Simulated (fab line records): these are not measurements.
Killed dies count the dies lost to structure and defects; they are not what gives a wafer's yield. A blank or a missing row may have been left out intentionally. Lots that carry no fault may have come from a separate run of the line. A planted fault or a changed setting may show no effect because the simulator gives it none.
Comparing a struck lot with a sound one | flow gf180mcu | 16 steps out of a route of 602
Sound: these wafers, L853.1, L853.2, L853.3. Wafers struck: L864.1, L864.5, L864.6. The cause is named last.
Order at every step that has rows: each side's tool, ch and its chambers, its first start. Under that, the readings that differ: sound wafers | struck wafers | difference of the means | sigmas: that difference in standard deviations of wafers without a fault.
alike: words and numbers the same on both sides, and readings whose means are apart by under 2 such deviations; not compared: readings that were withheld, readings missing a value for some wafer, numbers with overlapping values and no deviation given by the record, and bounds like >300 which may hide the same value.
Wherever a step has rows on one side only, a row that says differs or no value, or a row with sigmas, the two part there. Numbers that have no deviation but don't overlap get no sigmas and don't part them. A reading that every wafer of one side lacks parts them only if that side has two wafers or more.

first, 1 step without rows for these wafers: GF_HV_LDD_DEVELOP_06 (develop time 60 s).
GF_HV_LDD_CD_MEAS_07: the cd target is 400 nm.
  sound on cdSem-01 at day 11 20:22; struck on cdSem-02 at day 15 08:31
  alike: cdNm
GF_HV_LDD_OVL_MEAS_08:
  sound on overlay-01 at day 11 20:29; struck on overlay-02 at day 15 08:38
  alike: HV_LDD_OVL
after that, 1 step had no rows for these wafers: GF_HV_LDD_IMPLANT_09.
GF_HV_LDD_STRIP_10: strips in O2/N2.
  sound on plasmaAsher-01 ch 0,1, day 11 20:40; struck on plasmaAsher-01 ch 0,1, day 15 08:49
  alike: drypumpMotorCurrentA, heaterPowerW, oesProductAu, stripTimeToEndpointS
  not compared: rfHoursCounterH
GF_HV_LDD_TW_MEAS_11:
  sound on filmMetro-02 at day 11 20:46; struck on filmMetro-01 at day 15 08:55
  alike: HV_LDD_TW
then, 6 steps without rows for these wafers: GF_HV_LDD_DEHYDRATE_12 (time 60 s); GF_HV_LDD_HMDS_13 (prime time 60 s); GF_HV_LDD_COAT_14 (resist thk 1000 nm); GF_HV_LDD_SOFTBAKE_15 (time 60 s); GF_HV_LDD_EXPOSE_16 (exposes mask Pplus LV AREA, target cd 400 nm); GF_HV_LDD_PEB_17.
GF_HV_LDD_DEVELOP_18: develop time 60 s.
  sound on lithoTrack-04 ch 0, day 12 15:30; struck on lithoTrack-01 ch 0, day 16 06:49
  alike: resistLineTempC
GF_HV_LDD_CD_MEAS_19: the cd target is 400 nm.
  sound on cdSem-01 at day 12 15:39; struck on cdSem-02 at day 16 06:58
reading   | sound             | struck            | difference | sigmas
cdNm (nm) | 404.3 399.7 402.0 | 311.7 313.0 314.2 | -89.0      | -45
GF_HV_LDD_OVL_MEAS_20:
  sound on overlay-01 at day 12 15:47; struck on overlay-02 at day 16 07:05
  alike: HV_LDD_01_OVL
GF_PASSIVATION_PROBE_99:
  rows exist in the record for the sound wafers here (prober-01, day 31 00:47), none for the struck ones

== WHERE THEY PART ==
First at GF_HV_LDD_CD_MEAS_19; last, within this record, at GF_PASSIVATION_PROBE_99.

WHY: whatever the simulator had introduced
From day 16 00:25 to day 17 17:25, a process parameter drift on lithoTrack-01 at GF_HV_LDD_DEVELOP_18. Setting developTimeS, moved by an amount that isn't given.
